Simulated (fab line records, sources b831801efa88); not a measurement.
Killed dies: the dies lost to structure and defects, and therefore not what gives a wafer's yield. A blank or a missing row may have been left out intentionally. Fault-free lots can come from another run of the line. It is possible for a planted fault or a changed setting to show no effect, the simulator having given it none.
fab line records ; flow gf180mcu
[record] lots = 10; wafers = 30; last-day = 34
route steps=602 shown M1@319 M2@362
lots with no fault: from the same line, run without faults
start-h: the number of hours between the record's first day and the start of the first shown wafer of the lot ; wait-h: hours elapsed since this lot's preceding step ; " unchanged from the row above ; L1.1+2: a single row standing in for several wafers ; - either no value or no given start ; * or withheld: withheld ; < > ~ a bound
route shown NAME@n: a module of which the file shows steps, and the number in the route of the first ; usual: mean and standard deviation over wafers with no fault ; same: alike in all rows ; chamber/n: place in a boat ; sites: the reading at each site ; _std_site: the standard deviation of these ; _edge_site: the outer-site mean with the inner-site mean subtracted ; radius-mm: for every site, how far away it sits from the centre of the wafer ; mask NAME#n: copy n ; behind: the most recent tool/chamber to have shaped the wafer ; hold: the reason the lot was held/the length of the hold in hours/how it ended ; device: the n, p or np transistor that did not switch ; end of line: the route-end tests of the same wafers ; a step without rows: its recipe alone ; killed: count of dies lost to structure and defects at first sort (not the wafer's yield) ; map: a wafer's dies, x killed, . not, _ none there
set.NAME: the setting as run; set.NAME@STEP: as run at that earlier step ; model.NAME: the simulator's own value behind a step, which no gauge read
one table for each step of the route and one row for each wafer, over a sample of lots
services: a tool's chamber out of use, with start hour (start-h, from the record's first day; less than 0 if before it), hours out, and reason
[[steps]]
[step GF_M1_SPUTTER_04]
[recipe] material = TiN; target-thk-nm = 50; power-w = 6500; time-s = 41.7; chamber-pressure-pa = 0.4
[usual] throttle-valve-pct = 30.2/1.2
lot.wafer;tool;chamber;start-h;wait-h;throttle-valve-pct
L908.1;pvd-sputter-03;-;375.64;0.0;29.5
L908.4;pvd-sputter-03;-;375.64;0.0;30.4
L908.5;pvd-sputter-03;-;375.64;0.0;30.5
L909.2;pvd-sputter-02;-;383.03;0.0;32.5
L909.4;pvd-sputter-02;-;383.03;0.0;31.1
L909.6;pvd-sputter-02;-;383.03;0.0;31.0
L910.2;pvd-sputter-02;-;393.14;0.0;29.8
L910.3;pvd-sputter-02;-;393.14;0.0;28.5
L910.6;pvd-sputter-02;-;393.14;0.0;30.9
L913.3;pvd-sputter-02;-;418.18;0.0;31.0
L913.4;pvd-sputter-02;-;418.18;0.0;28.6
L913.6;pvd-sputter-02;-;418.18;0.0;28.3
L914.1;pvd-sputter-03;-;432.75;0.0;29.9
L914.4;pvd-sputter-03;-;432.75;0.0;30.6
L914.5;pvd-sputter-03;-;432.75;0.0;28.8
L923.2;pvd-sputter-01;-;507.01;0.0;30.1
L923.5;pvd-sputter-01;-;507.01;0.0;28.5
L923.6;pvd-sputter-01;-;507.01;0.0;29.5
L924.1;pvd-sputter-02;-;521.44;0.0;30.0
L924.3;pvd-sputter-02;-;521.44;0.0;28.4
L924.4;pvd-sputter-02;-;521.44;0.0;32.8
L925.2;pvd-sputter-02;-;526.03;0.0;32.5
L925.3;pvd-sputter-02;-;526.03;0.0;31.1
L925.6;pvd-sputter-02;-;526.03;0.0;31.0
L928.4;pvd-sputter-01;-;552.71;0.0;30.9
L928.5;pvd-sputter-01;-;552.71;0.0;28.8
L928.6;pvd-sputter-01;-;552.71;0.0;31.0
L930.1;pvd-sputter-02;-;565.69;0.0;30.3
L930.2;pvd-sputter-02;-;565.69;0.0;28.3
L930.3;pvd-sputter-02;-;565.69;0.0;31.0
[step GF_M2_SPUTTER_00]
[recipe] material = Ti; target-thk-nm = 37.5; arriving-ion-energy-ev = 80; substrate-temp-c = 200; chamber-pressure-pa = 2; power-w = 4000; time-s = 150
[usual] substrate-temp-c = 200.00/0.16; throttle-valve-pct = 30.3/1.1
lot.wafer;tool;chamber;start-h;wait-h;substrate-temp-c;throttle-valve-pct
L908.1;pvd-sputter-01;-;425.00;0.2;200.04;30.8
L908.4;pvd-sputter-01;-;425.00;0.2;200.14;30.1
L908.5;pvd-sputter-01;-;425.00;0.2;199.88;30.7
L909.2;pvd-sputter-02;-;432.37;0.1;200.22;30.0
L909.4;pvd-sputter-02;-;432.37;0.1;199.87;30.9
L909.6;pvd-sputter-02;-;432.37;0.1;199.98;30.0
L910.2;pvd-sputter-01;-;442.62;0.1;199.79;28.6
L910.3;pvd-sputter-01;-;442.62;0.1;199.86;30.8
L910.6;pvd-sputter-01;-;442.62;0.1;199.81;30.7
L913.3;pvd-sputter-01;-;469.63;0.2;200.18;28.7
L913.4;pvd-sputter-01;-;469.63;0.2;200.16;30.5
L913.6;pvd-sputter-01;-;469.63;0.2;199.98;30.5
L914.1;pvd-sputter-01;-;485.09;0.1;199.97;28.5
L914.4;pvd-sputter-01;-;485.09;0.1;199.90;30.3
L914.5;pvd-sputter-01;-;485.09;0.1;199.78;28.4
L923.2;pvd-sputter-04;-;555.83;0.1;199.99;30.7
L923.5;pvd-sputter-04;-;555.83;0.1;200.05;30.7
L923.6;pvd-sputter-04;-;555.83;0.1;199.76;29.9
L924.1;pvd-sputter-04;-;570.43;0.1;199.89;30.9
L924.3;pvd-sputter-04;-;570.43;0.1;200.16;29.9
L924.4;pvd-sputter-04;-;570.43;0.1;200.01;30.7
L925.2;pvd-sputter-01;-;574.17;0.1;199.96;31.1
L925.3;pvd-sputter-01;-;574.17;0.1;199.96;30.1
L925.6;pvd-sputter-01;-;574.17;0.1;199.94;30.9
L928.4;pvd-sputter-01;-;599.51;0.2;199.96;30.9
L928.5;pvd-sputter-01;-;599.51;0.2;200.12;30.8
L928.6;pvd-sputter-01;-;599.51;0.2;200.15;28.5
L930.1;pvd-sputter-01;-;610.65;0.2;200.15;30.5
L930.2;pvd-sputter-01;-;610.65;0.2;200.06;28.6
L930.3;pvd-sputter-01;-;610.65;0.2;199.97;31.0
[step GF_M2_SPUTTER_02]
[recipe] material = AlCu; target-thk-nm = 450; power-w = 10600; time-s = 23.9; chamber-pressure-pa = 0.4
[usual] throttle-valve-pct = 30.3/1.1
lot.wafer;tool;chamber;start-h;wait-h;throttle-valve-pct
L908.1;pvd-sputter-01;-;425.13;0.0;31.0
L908.4;pvd-sputter-01;-;425.13;0.0;30.0
L908.5;pvd-sputter-01;-;425.13;0.0;30.8
L909.2;pvd-sputter-02;-;432.50;0.0;29.9
L909.4;pvd-sputter-02;-;432.50;0.0;30.8
L909.6;pvd-sputter-02;-;432.50;0.0;30.0
L910.2;pvd-sputter-01;-;442.75;0.0;28.8
L910.3;pvd-sputter-01;-;442.75;0.0;31.1
L910.6;pvd-sputter-01;-;442.75;0.0;31.2
L913.3;pvd-sputter-01;-;469.76;0.0;28.7
L913.4;pvd-sputter-01;-;469.76;0.0;30.8
L913.6;pvd-sputter-01;-;469.76;0.0;30.7
L914.1;pvd-sputter-01;-;485.22;0.0;28.6
L914.4;pvd-sputter-01;-;485.22;0.0;30.6
L914.5;pvd-sputter-01;-;485.22;0.0;28.6
L923.2;pvd-sputter-04;-;555.96;0.0;30.6
L923.5;pvd-sputter-04;-;555.96;0.0;30.8
L923.6;pvd-sputter-04;-;555.96;0.0;29.7
L924.1;pvd-sputter-04;-;570.56;0.0;30.6
L924.3;pvd-sputter-04;-;570.56;0.0;30.0
L924.4;pvd-sputter-04;-;570.56;0.0;30.2
L925.2;pvd-sputter-01;-;574.30;0.0;31.0
L925.3;pvd-sputter-01;-;574.30;0.0;29.9
L925.6;pvd-sputter-01;-;574.30;0.0;30.9
L928.4;pvd-sputter-01;-;599.64;0.0;31.1
L928.5;pvd-sputter-01;-;599.64;0.0;30.9
L928.6;pvd-sputter-01;-;599.64;0.0;28.5
L930.1;pvd-sputter-01;-;610.78;0.0;30.7
L930.2;pvd-sputter-01;-;610.78;0.0;28.7
L930.3;pvd-sputter-01;-;610.78;0.0;31.0
[step GF_M2_SPUTTER_03]
[recipe] material = Ti; target-thk-nm = 10; substrate-temp-c = 300; chamber-pressure-pa = 0.3; power-w = 3000; time-s = 6.7
[usual] substrate-temp-c = 299.99/0.18; throttle-valve-pct = 30.3/1.1
lot.wafer;tool;chamber;start-h;wait-h;substrate-temp-c;throttle-valve-pct
L908.1;pvd-sputter-01;-;425.16;0.0;299.74;30.8
L908.4;pvd-sputter-01;-;425.16;0.0;300.43;29.9
L908.5;pvd-sputter-01;-;425.16;0.0;299.84;30.6
L909.2;pvd-sputter-02;-;432.53;0.0;300.22;30.3
L909.4;pvd-sputter-02;-;432.53;0.0;299.83;31.1
L909.6;pvd-sputter-02;-;432.53;0.0;300.17;30.1
L910.2;pvd-sputter-01;-;442.78;0.0;299.96;28.6
L910.3;pvd-sputter-01;-;442.78;0.0;299.97;31.0
L910.6;pvd-sputter-01;-;442.78;0.0;300.03;30.6
L913.3;pvd-sputter-01;-;469.79;0.0;299.88;28.8
L913.4;pvd-sputter-01;-;469.79;0.0;299.87;30.9
L913.6;pvd-sputter-01;-;469.79;0.0;299.66;30.8
L914.1;pvd-sputter-01;-;485.25;0.0;300.16;28.6
L914.4;pvd-sputter-01;-;485.25;0.0;299.81;30.7
L914.5;pvd-sputter-01;-;485.25;0.0;299.88;28.5
L923.2;pvd-sputter-04;-;555.99;0.0;299.78;30.8
L923.5;pvd-sputter-04;-;555.99;0.0;299.89;30.5
L923.6;pvd-sputter-04;-;555.99;0.0;299.67;29.7
L924.1;pvd-sputter-04;-;570.59;0.0;300.13;30.9
L924.3;pvd-sputter-04;-;570.59;0.0;300.07;29.9
L924.4;pvd-sputter-04;-;570.59;0.0;300.06;30.5
L925.2;pvd-sputter-01;-;574.33;0.0;299.93;30.6
L925.3;pvd-sputter-01;-;574.33;0.0;299.81;30.0
L925.6;pvd-sputter-01;-;574.33;0.0;299.90;30.9
L928.4;pvd-sputter-01;-;599.67;0.0;300.01;31.2
L928.5;pvd-sputter-01;-;599.67;0.0;299.87;30.6
L928.6;pvd-sputter-01;-;599.67;0.0;300.36;28.5
L930.1;pvd-sputter-01;-;610.81;0.0;300.07;30.6
L930.2;pvd-sputter-01;-;610.81;0.0;300.03;28.8
L930.3;pvd-sputter-01;-;610.81;0.0;299.80;31.1
[step GF_M2_RS_MEAS_05]
[recipe] thk-meas-gauge = four-point-probe; reads = TiN_of_M2_SPUTTER_04+Ti_of_M2_SPUTTER_03+AlCu_of_M2_SPUTTER_02+TiN_of_M2_SPUTTER_01+Ti_of_M2_SPUTTER_00
[usual] M2_ALCU_RS = 0.0696/0.00082
lot.wafer;tool;chamber;start-h;wait-h;M2_ALCU_RS[ohm/sq]
L908.1;film-metro-01;-;425.22;0.0;0.0701
L908.4;film-metro-01;-;425.22;0.0;0.0692
L908.5;film-metro-01;-;425.22;0.0;0.0692
L909.2;film-metro-03;-;432.61;0.0;0.0685
L909.4;film-metro-03;-;432.61;0.0;0.0678
L909.6;film-metro-03;-;432.61;0.0;0.0684
L910.2;film-metro-01;-;442.86;0.0;0.0691
L910.3;film-metro-01;-;442.86;0.0;0.0692
L910.6;film-metro-01;-;442.86;0.0;0.0694
L913.3;film-metro-03;-;469.89;0.1;0.0819
L913.4;film-metro-03;-;469.89;0.1;0.0825
L913.6;film-metro-03;-;469.89;0.1;0.0823
L914.1;film-metro-01;-;485.31;0.0;0.0856
L914.4;film-metro-01;-;485.31;0.0;0.0853
L914.5;film-metro-01;-;485.31;0.0;0.0853
L923.2;film-metro-02;-;556.07;0.0;0.0694
L923.5;film-metro-02;-;556.07;0.0;0.0700
L923.6;film-metro-02;-;556.07;0.0;0.0704
L924.1;film-metro-03;-;570.65;0.0;0.0689
L924.3;film-metro-03;-;570.65;0.0;0.0701
L924.4;film-metro-03;-;570.65;0.0;0.0701
L925.2;film-metro-03;-;574.41;0.0;0.0692
L925.3;film-metro-03;-;574.41;0.0;0.0694
L925.6;film-metro-03;-;574.41;0.0;0.0698
L928.4;film-metro-03;-;599.79;0.1;0.0703
L928.5;film-metro-03;-;599.79;0.1;0.0702
L928.6;film-metro-03;-;599.79;0.1;0.0705
L930.1;film-metro-02;-;610.87;0.0;0.0715
L930.2;film-metro-02;-;610.87;0.0;0.0710
L930.3;film-metro-02;-;610.87;0.0;0.0706
[step GF_M2_THK_MEAS_06]
[recipe] thk-meas-gauge = xrf; reads = AlCu_of_M2_SPUTTER_02
[usual] M2_ALCU_THK = 451/5.8
lot.wafer;tool;chamber;start-h;wait-h;M2_ALCU_THK[nm]
L908.1;film-metro-01;-;425.34;0.1;443
L908.4;film-metro-01;-;425.34;0.1;446
L908.5;film-metro-01;-;425.34;0.1;446
L909.2;film-metro-03;-;432.72;0.1;462
L909.4;film-metro-03;-;432.72;0.1;465
L909.6;film-metro-03;-;432.72;0.1;462
L910.2;film-metro-01;-;442.97;0.1;446
L910.3;film-metro-01;-;442.97;0.1;448
L910.6;film-metro-01;-;442.97;0.1;446
L913.3;film-metro-03;-;469.99;0.1;384
L913.4;film-metro-03;-;469.99;0.1;383
L913.6;film-metro-03;-;469.99;0.1;383
L914.1;film-metro-01;-;485.43;0.1;366
L914.4;film-metro-01;-;485.43;0.1;364
L914.5;film-metro-01;-;485.43;0.1;363
L923.2;film-metro-02;-;556.18;0.1;455
L923.5;film-metro-02;-;556.18;0.1;449
L923.6;film-metro-02;-;556.18;0.1;447
L924.1;film-metro-03;-;570.77;0.1;456
L924.3;film-metro-03;-;570.77;0.1;450
L924.4;film-metro-03;-;570.77;0.1;448
L925.2;film-metro-03;-;574.52;0.1;456
L925.3;film-metro-03;-;574.52;0.1;454
L925.6;film-metro-03;-;574.52;0.1;453
L928.4;film-metro-03;-;599.88;0.1;447
L928.5;film-metro-03;-;599.88;0.1;449
L928.6;film-metro-03;-;599.88;0.1;448
L930.1;film-metro-02;-;610.99;0.1;437
L930.2;film-metro-02;-;610.99;0.1;440
L930.3;film-metro-02;-;610.99;0.1;445
[step GF_M2_METAL_ETCH_16]
[recipe] chemistry = Cl2/BCl3; mask-material = KrF; target-depth-nm = 627.5; stop-on = SiO2; pressure-mtorr = 8; icp-w = 800; bias-w = 140; Cl2_flow_sccm = 80; bcl3-flow-sccm = 40; time-s = 104.6
[usual] drypump-motor-current-A = 5.9/0.34; oes-product-au = 0.971/0.0061; throttle-valve-pct = 28.251/0.0099
lot.wafer;tool;chamber;start-h;wait-h;drypump-motor-current-A;oes-product-au;rf-hours-counter-h;throttle-valve-pct
L908.1;rie-metal-02;1;449.92;0.0;6.1;0.963;12;28.262
L908.4;rie-metal-02;1;449.92;0.0;6.0;0.966;-;28.238
L908.5;rie-metal-02;1;449.92;0.0;6.0;0.965;-;28.274
L909.2;rie-metal-04;1;456.91;0.0;6.2;0.969;6;28.251
L909.4;rie-metal-04;0;456.91;0.0;5.6;0.965;-;28.254
L909.6;rie-metal-04;1;456.91;0.0;6.1;0.975;-;28.241
L910.2;rie-metal-04;1;467.61;0.0;6.1;0.977;6;28.258
L910.3;rie-metal-04;0;467.61;0.0;5.6;0.968;-;28.248
L910.6;rie-metal-04;0;467.61;0.0;5.6;0.969;-;28.258
L913.3;rie-metal-02;0;494.10;0.1;5.7;0.897;-;28.314
L913.4;rie-metal-02;0;494.10;0.1;5.7;0.903;-;28.331
L913.6;rie-metal-02;0;494.10;0.1;5.7;0.908;-;28.327
L914.1;rie-metal-04;0;509.61;0.0;5.6;0.892;9;28.347
L914.4;rie-metal-04;1;509.61;0.0;6.2;0.890;-;28.338
L914.5;rie-metal-04;1;509.61;0.0;6.2;0.884;-;28.330
L923.2;rie-metal-04;0;578.23;0.0;5.6;0.966;11;28.262
L923.5;rie-metal-04;0;578.23;0.0;5.6;0.971;-;28.245
L923.6;rie-metal-04;1;578.23;0.0;6.2;0.962;-;28.287
L924.1;rie-metal-02;1;592.26;0.0;6.1;0.972;2;28.240
L924.3;rie-metal-02;0;592.26;0.0;5.7;0.963;-;28.258
L924.4;rie-metal-02;1;592.26;0.0;6.0;0.964;-;28.261
L925.2;rie-metal-02;0;595.08;0.0;5.7;0.972;4;28.257
L925.3;rie-metal-02;0;595.08;0.0;5.7;0.975;-;28.255
L925.6;rie-metal-02;1;595.08;0.0;6.0;0.970;-;28.251
L928.4;rie-metal-01;0;620.32;0.0;5.5;0.972;-;28.255
L928.5;rie-metal-01;0;620.32;0.0;5.5;0.974;-;28.271
L928.6;rie-metal-01;1;620.32;0.0;6.6;0.963;-;28.242
L930.1;rie-metal-02;0;631.11;0.0;5.7;0.967;5;28.258
L930.2;rie-metal-02;1;631.11;0.0;6.1;0.966;4;28.251
L930.3;rie-metal-02;1;631.11;0.0;6.1;0.965;-;28.244
[[services]]
tool;chamber;start-h;hours;kind
pvd-sputter-04;-;375.15;3.7;repair
pvd-sputter-01;0;377.79;-;consumable-replace:kit
pvd-sputter-01;0;377.79;18.0;scheduled-down
pvd-sputter-01;0;377.79;18.0;vent-cycle
rie-metal-01;1;389.54;5.6;repair
pvd-sputter-01;-;395.83;8.4;repair
rie-metal-04;-;397.67;0.7;repair
pvd-sputter-02;2;418.22;-;consumable-replace:kit
pvd-sputter-03;-;473.95;0.7;repair
rie-metal-02;1;490.31;3.2;repair
pvd-sputter-04;-;497.86;5.6;repair
rie-metal-04;-;521.63;2.8;pm
pvd-sputter-04;-;521.92;4.1;repair
pvd-sputter-03;-;527.55;2.9;repair
pvd-sputter-02;-;538.49;8.1;repair
pvd-sputter-01;3;548.92;-;consumable-replace:kit
pvd-sputter-01;3;548.92;18.0;scheduled-down
pvd-sputter-01;3;548.92;18.0;vent-cycle
pvd-sputter-01;-;554.01;1.5;repair
pvd-sputter-02;-;591.09;1.5;repair
rie-metal-04;-;592.46;14.6;pm
rie-metal-01;-;602.86;0.3;repair
pvd-sputter-02;-;626.30;7.5;repair
rie-metal-04;-;631.07;8.8;repair
[[key]]
[first-sign] step = GF_M2_RS_MEAS_05; reading = M2_ALCU_RS; direction = up; sigmas = 17; usual = 0.0696; struck = 0.0838
[effect] step = GF_M2_THK_MEAS_06; reading = M2_ALCU_THK; direction = down; sigmas = 13; usual = 451; struck = 374
[effect] step = GF_M2_METAL_ETCH_16; reading = oes-product-au; direction = down; sigmas = 12; usual = 0.971; struck = 0.896
met-at GF_M2_SPUTTER_02
struck-lots L913,L914
not-acting-at GF_M1_SPUTTER_04,GF_M2_SPUTTER_00,GF_M2_SPUTTER_03
onset-between 442.75 469.76
[fault] kind = process-parameter-drift; tool = pvd-sputter-01; chamber = -; onset-h = 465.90; steps = GF_M2_SPUTTER_02; channel = time-s; offset = *; shape = step; end-h = 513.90; acts-in = *; stated = *
